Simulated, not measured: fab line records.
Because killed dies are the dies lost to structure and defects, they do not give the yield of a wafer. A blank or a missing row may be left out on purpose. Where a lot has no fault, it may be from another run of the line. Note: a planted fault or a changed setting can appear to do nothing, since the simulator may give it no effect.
Split-lot experiment || flow sky130 || route with 708 steps; 5 lots, 23 wafers read

## ABOUT THE SPLIT
At SKY_METAL3_EXPOSE_10 (exposes mask MM3, target cd 300 nm), the setting dose_mj was moved away from the recipe's 28 on 11 of the 23 wafers read, by -6.0% to +6.9%. For the rest of the wafers, this setting stayed at what the recipe calls for.

## FROM THE SPLIT TO THE READING: what the file shows between them, 2 steps
- SKY_METAL3_PEB_11
- SKY_METAL3_DEVELOP_12: develop time 60 s

## THE READING
cd_nm, in nm, at SKY_METAL3_CD_MEAS_13 (target cd 300 nm). On this fab line, fault-free wafers typically give 299.8 nm with a standard deviation of 1.3 nm.

{"wafer": "L075.1", "tool, chamber at the split": "krf_scanner-01, 0", "dose_mj as run": 26.89, "against the recipe": "-4.0%", "cd_nm, nm": 305.8, "against lot-mates on the recipe": "+7.3"}
{"wafer": "L075.2", "tool, chamber at the split": "krf_scanner-01, 0", "dose_mj as run": 28, "against the recipe": "recipe", "cd_nm, nm": 298.8, "against lot-mates on the recipe": "-"}
{"wafer": "L075.3", "tool, chamber at the split": "krf_scanner-01, 0", "dose_mj as run": 26.89, "against the recipe": "-4.0%", "cd_nm, nm": 306.5, "against lot-mates on the recipe": "+8.0"}
{"wafer": "L075.4", "tool, chamber at the split": "krf_scanner-01, 0", "dose_mj as run": 26.89, "against the recipe": "-4.0%", "cd_nm, nm": 304.5, "against lot-mates on the recipe": "+6.0"}
{"wafer": "L075.6", "tool, chamber at the split": "krf_scanner-01, 0", "dose_mj as run": 28, "against the recipe": "recipe", "cd_nm, nm": 298.1, "against lot-mates on the recipe": "-"}
{"wafer": "L078.1", "tool, chamber at the split": "krf_scanner-02, 0", "dose_mj as run": 28, "against the recipe": "recipe", "cd_nm, nm": 299.3, "against lot-mates on the recipe": "-"}
{"wafer": "L078.2", "tool, chamber at the split": "krf_scanner-02, 0", "dose_mj as run": 28, "against the recipe": "recipe", "cd_nm, nm": 299.7, "against lot-mates on the recipe": "-"}
{"wafer": "L078.3", "tool, chamber at the split": "krf_scanner-02, 0", "dose_mj as run": 28, "against the recipe": "recipe", "cd_nm, nm": 299.4, "against lot-mates on the recipe": "-"}
{"wafer": "L078.4", "tool, chamber at the split": "krf_scanner-02, 0", "dose_mj as run": 29.65, "against the recipe": "+5.9%", "cd_nm, nm": 289.1, "against lot-mates on the recipe": -10.4}
{"wafer": "L078.6", "tool, chamber at the split": "krf_scanner-02, 0", "dose_mj as run": 29.65, "against the recipe": "+5.9%", "cd_nm, nm": 289.1, "against lot-mates on the recipe": -10.4}
{"wafer": "L079.2", "tool, chamber at the split": "krf_scanner-02, 0", "dose_mj as run": 28, "against the recipe": "recipe", "cd_nm, nm": 300.6, "against lot-mates on the recipe": "-"}
{"wafer": "L079.3", "tool, chamber at the split": "krf_scanner-02, 0", "dose_mj as run": 26.31, "against the recipe": "-6.0%", "cd_nm, nm": 310.1, "against lot-mates on the recipe": "+10.1"}
{"wafer": "L079.4", "tool, chamber at the split": "krf_scanner-02, 0", "dose_mj as run": 28, "against the recipe": "recipe", "cd_nm, nm": 299.4, "against lot-mates on the recipe": "-"}
{"wafer": "L079.5", "tool, chamber at the split": "krf_scanner-02, 0", "dose_mj as run": 26.31, "against the recipe": "-6.0%", "cd_nm, nm": 311.0, "against lot-mates on the recipe": "+11.0"}
{"wafer": "L079.6", "tool, chamber at the split": "krf_scanner-02, 0", "dose_mj as run": 26.31, "against the recipe": "-6.0%", "cd_nm, nm": 310.4, "against lot-mates on the recipe": "+10.4"}
{"wafer": "L080.1", "tool, chamber at the split": "krf_scanner-02, 0", "dose_mj as run": 28, "against the recipe": "recipe", "cd_nm, nm": 299.1, "against lot-mates on the recipe": "-"}
{"wafer": "L080.5", "tool, chamber at the split": "krf_scanner-02, 0", "dose_mj as run": 28, "against the recipe": "recipe", "cd_nm, nm": 298.7, "against lot-mates on the recipe": "-"}
{"wafer": "L080.6", "tool, chamber at the split": "krf_scanner-02, 0", "dose_mj as run": 28, "against the recipe": "recipe", "cd_nm, nm": 299.6, "against lot-mates on the recipe": "-"}
{"wafer": "L081.1", "tool, chamber at the split": "krf_scanner-02, 0", "dose_mj as run": 28, "against the recipe": "recipe", "cd_nm, nm": 302.4, "against lot-mates on the recipe": "-"}
{"wafer": "L081.2", "tool, chamber at the split": "krf_scanner-02, 0", "dose_mj as run": 28, "against the recipe": "recipe", "cd_nm, nm": 300.1, "against lot-mates on the recipe": "-"}
{"wafer": "L081.4", "tool, chamber at the split": "krf_scanner-02, 0", "dose_mj as run": 29.93, "against the recipe": "+6.9%", "cd_nm, nm": 290.3, "against lot-mates on the recipe": -10.9}
{"wafer": "L081.5", "tool, chamber at the split": "krf_scanner-02, 0", "dose_mj as run": 29.93, "against the recipe": "+6.9%", "cd_nm, nm": 289.4, "against lot-mates on the recipe": -11.9}
{"wafer": "L081.6", "tool, chamber at the split": "krf_scanner-02, 0", "dose_mj as run": 29.93, "against the recipe": "+6.9%", "cd_nm, nm": 288.3, "against lot-mates on the recipe": -12.9}

FIT RESULTS
A straight line over all 23 wafers: cd_nm changes by -1.64 nm for each +1% of dose_mj; r = -0.99; the points scatter about the line by 1.1 nm.
The same after taking each lot's own level away (the mean of its wafers on the recipe; 23 wafers): -1.75 nm for each +1%; r = -1.00; scatter 0.65 nm.
On that fit, the largest move of dose_mj shifts the reading by 12 nm.
The lots' own levels span 298.45 to 301.25 nm, that is 2.2 times the standard deviation above.
So the lot-to-lot level changes the slope little: the two slopes agree.
Check: for one of the wafers moved furthest among these (+6.9%), held out of the fit, the line's prediction against its lot-mates is -12.2 nm. Against them it came out at -10.9 nm.

## FURTHER SPLITS ON THESE WAFERS
These wafers also went through other splits before the reading. Each is held against what the fit with the lots' levels taken away leaves over:
{"other split on the same wafers": "SKY_CAPM_COAT_07 resist_thk_nm", "wafers away from the commonest value": 10, "r with cd_nm (lot level and that fit taken away)": -0.04}

## THE WHOLE CHAIN: every reading that the file lists as answering this split, in the file's order
{"step": "SKY_METAL3_CD_MEAS_13", "what it does": "target cd 300 nm", "reading": "cd_nm", "change (the file's fit)": "-1.75 nm for each +1% of the setting", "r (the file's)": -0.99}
{"step": "SKY_METAL3_DESCUM_15", "what it does": "chemistry O2, time 8 s", "reading": "METAL3.cd_nm (the simulator's own value, which no gauge read)", "change (the file's fit)": "-1.75 nm for each +1% of the setting", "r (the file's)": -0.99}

## THE FILE'S OWN FIT
cd_nm changes by -1.75 nm for each +1% of dose_mj, r = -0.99.
